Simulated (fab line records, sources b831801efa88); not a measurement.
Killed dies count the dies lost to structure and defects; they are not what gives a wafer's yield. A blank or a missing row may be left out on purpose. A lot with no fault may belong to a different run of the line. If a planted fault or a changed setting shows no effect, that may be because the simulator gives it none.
Chamber matching || flow sky130 || SKY_VIA1_ETCH_15 on rie_diel-03 has 4 sister chambers
The step etches SiO2 in C4F8/O2/Ar, stops on TiN, target depth 351 nm, time 54 s. 8 wafers are shown with their chamber, then 9 later ones without.

== WAFERS PAIRED WITH THEIR CHAMBERS ==
{"wafer": "L762.1", "chamber": 0, "oes_product_au (a.u.)": 0.979}
{"wafer": "L767.3", "chamber": 0, "oes_product_au (a.u.)": 0.979}
{"wafer": "L772.3", "chamber": 1, "oes_product_au (a.u.)": 0.974}
{"wafer": "L772.5", "chamber": 2, "oes_product_au (a.u.)": 0.988}
{"wafer": "L772.6", "chamber": 3, "oes_product_au (a.u.)": 0.974}
{"wafer": "L773.1", "chamber": 2, "oes_product_au (a.u.)": 0.983}
{"wafer": "L773.2", "chamber": 1, "oes_product_au (a.u.)": 0.982}
{"wafer": "L773.3", "chamber": 3, "oes_product_au (a.u.)": 0.975}

== WAFERS MISSING THEIR CHAMBER ==
{"wafer": "L774.3", "oes_product_au (a.u.)": 0.987}
{"wafer": "L774.4", "oes_product_au (a.u.)": 0.986}
{"wafer": "L774.5", "oes_product_au (a.u.)": 0.988}
{"wafer": "L775.1", "oes_product_au (a.u.)": 0.984}
{"wafer": "L775.3", "oes_product_au (a.u.)": 0.988}
{"wafer": "L775.6", "oes_product_au (a.u.)": 0.980}
{"wafer": "L776.1", "oes_product_au (a.u.)": 0.987}
{"wafer": "L776.2", "oes_product_au (a.u.)": 0.980}
{"wafer": "L776.4", "oes_product_au (a.u.)": 0.980}

== WHICH CHAMBER EACH ONE RAN IN ==
{"wafer": "L774.3", "from the rows above": "can't be placed: 2 or 0", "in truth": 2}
{"wafer": "L774.4", "from the rows above": "can't be placed: 2 or 0", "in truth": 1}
{"wafer": "L774.5", "from the rows above": "can't be placed: 2 or 0", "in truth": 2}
{"wafer": "L775.1", "from the rows above": "can't be placed: 2 or 0 or 1", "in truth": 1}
{"wafer": "L775.3", "from the rows above": "can't be placed: 2 or 0", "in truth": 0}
{"wafer": "L775.6", "from the rows above": "can't be placed: 0 or 1 or 2 or 3", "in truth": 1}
{"wafer": "L776.1", "from the rows above": "can't be placed: 2 or 0", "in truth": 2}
{"wafer": "L776.2", "from the rows above": "can't be placed: 0 or 1 or 2 or 3", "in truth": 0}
{"wafer": "L776.4", "from the rows above": "can't be placed: 0 or 1 or 2 or 3", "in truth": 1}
Correct placement for 0 of the 9. Not placeable from these rows: 9 (in 8, the candidates include the true chamber). Wrongly placed: 0.
How it was worked out, from the rows above alone: a wafer's distance from a chamber is the root of the sum, over the readings, of the square of ((its reading less the chamber's mean) divided by the reading's scatter). If the next closest chamber is less than 2 further off than the closest, the wafer can't be placed; otherwise it belongs to the closest. For every chamber, the mean is computed from those of its wafers that are shown. The scatter: take each reading less its chamber's mean, square it, sum over the shown wafers, divide by the number of wafers less the number of chambers, and take the root.
